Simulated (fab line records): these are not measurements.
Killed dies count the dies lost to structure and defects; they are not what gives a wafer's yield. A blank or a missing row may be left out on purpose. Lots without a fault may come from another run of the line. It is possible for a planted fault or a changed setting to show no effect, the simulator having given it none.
Matching of chambers + flow sky130 + rieDiel-03 running SKY_PASSIVATION_ETCH_11: 4 sister chambers
The step etches the open film in CF4/O2, stops on AlCu, target depth 725 nm, time 161.1 s. 8 wafers are shown with their chamber, then 9 later ones without.

## EACH WAFER AND ITS CHAMBER
| wafer  | chamber | drypumpMotorCurrentA (A) | throttleValvePct (%) |
|--------|---------|--------------------------|----------------------|
| L081.5 | 3       | 5.3                      | 5.952                |
| L081.6 | 0       | 5.8                      | 5.948                |
| L083.1 | 3       | 5.3                      | 5.980                |
| L083.2 | 1       | 5.5                      | 5.968                |
| L083.4 | 2       | 5.4                      | 5.974                |
| L085.2 | 1       | 5.5                      | 5.962                |
| L085.3 | 2       | 5.3                      | 5.955                |
| L085.5 | 0       | 5.8                      | 5.949                |

## WAFERS MISSING THEIR CHAMBER
| wafer  | drypumpMotorCurrentA (A) | throttleValvePct (%) |
|--------|--------------------------|----------------------|
| L087.1 | 5.6                      | 5.979                |
| L087.4 | 5.3                      | 5.960                |
| L087.5 | 5.8                      | 5.961                |
| L095.2 | 5.5                      | 5.953                |
| L095.3 | 5.3                      | 5.944                |
| L095.4 | 5.5                      | 5.975                |
| L097.2 | 5.5                      | 5.950                |
| L097.4 | 5.8                      | 5.972                |
| L097.6 | 5.5                      | 5.958                |

## WHICH CHAMBER EACH WENT THROUGH
| wafer  | from the rows above     | in truth |
|--------|-------------------------|----------|
| L087.1 | 1                       | 1        |
| L087.4 | can't be placed: 3 or 2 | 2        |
| L087.5 | 0                       | 0        |
| L095.2 | 1                       | 1        |
| L095.3 | can't be placed: 3 or 2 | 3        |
| L095.4 | 1                       | 1        |
| L097.2 | 1                       | 1        |
| L097.4 | 0                       | 0        |
| L097.6 | 1                       | 1        |
Correctly placed: 7 of 9. Cannot be placed on the basis of these rows: 2; the candidates contain the true chamber in 2. Number placed wrongly: 0.
How it was worked out, from the rows above alone: a wafer's distance from a chamber is the root of the sum, over the readings, of the square of ((its reading less the chamber's mean) divided by the reading's scatter). The wafer belongs to the nearest chamber; if the next one is less than 2 further off, it can't be placed. A chamber's mean is the mean of its shown wafers. The scatter is the square root of a quotient: the sum, over the shown wafers, of each reading's squared deviation from its chamber's mean, divided by wafers minus chambers.
